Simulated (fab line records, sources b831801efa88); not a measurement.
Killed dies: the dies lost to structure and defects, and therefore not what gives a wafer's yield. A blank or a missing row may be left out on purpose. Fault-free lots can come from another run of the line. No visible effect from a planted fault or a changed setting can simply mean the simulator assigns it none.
8D (eight disciplines) problem report, filled in by code -- flow sky130 -- the parts of the form that need people (team, actions taken, sign-off) are left out

## 1. THE PROBLEM
exposure dose mJ cm2 at SKY_PASSIVATION_EXPOSE_08 reads a mean of 264.62 on 9 wafers of 3 lots; wafers without a fault read 260.03 with a standard deviation of 0.23. That is +20 standard deviations from the usual mean.
The step: exposes mask NSM, target cd 3000 nm.
The first sign was on wafer L857.1 at day 48 12:30, on iline stepper-01. The record holds 36 wafers of 12 lots with a number at this step. Rule for "out" (also "out of limits"): further than 4 standard deviations from the usual mean. All remaining wafers that have a number are taken as sound.

## 2. WHAT IT IS, AND WHAT IT ISN'T
question,is,is not
which readings at this step,exposure dose mJ cm2,-
which lots,"L857, L859, L860","L841, L842, L843, L845, L847, L850, L856, L862, L863"
which wafers of those lots,all that have a number,-
read on which tools,iline stepper-01,iline stepper-02
when,from day 48 12:30,"up to then (21 sound wafers); but 6 sound wafers of L862, L863 came after"

## 3. SUSPECTS, AND WHAT RULES EACH OUT
Counting: a tool at a process step up to the reading stays a suspect if it ran every lot that is out and no sound lot after the first of them.
- iline stepper-01 at SKY_PASSIVATION_EXPOSE_08 (exposes mask NSM, target cd 3000 nm): kept. It ran every lot that is out, first L857 (day 48 12:30), and no sound lot after that; its last sound lot up to then is L847 (day 46 02:50). Its own exposure dose mJ cm2 readings are out on those wafers.
After counting, what remains is iline stepper-01 at SKY_PASSIVATION_EXPOSE_08.

## 4. THE CAUSE (what the simulator had put in)
Drift in process parameters on iline stepper-01 at SKY_PASSIVATION_EXPOSE_08, starting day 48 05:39. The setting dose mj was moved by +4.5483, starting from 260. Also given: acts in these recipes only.
Only this tool survived the counting.

## 5. SEQUENCE OF EFFECTS, ordered by route
Each row: a reading whose mean over the struck wafers that have a number lies more than 3 standard deviations from the usual. Scope: only readings with a usual standard deviation given in the record; hours: median across lots of the time from each lot's start at the first step in this table that gives one to its start at this step; sigmas: change in usual standard deviations.
hours,step,reading,usual,on struck wafers,change,sigmas
0,SKY_PASSIVATION_EXPOSE_08,exposure dose mJ cm2,260.03,264.62,+4.59,+20
It contains these process steps:
- SKY_PASSIVATION_EXPOSE_08: exposes mask NSM, target cd 3000 nm.

## 6. HOW IT WOULD HAVE BEEN CAUGHT EARLIER
First out-of-limits reading in this record: day 48 12:30, which is 7 hours after fault onset at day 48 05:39.
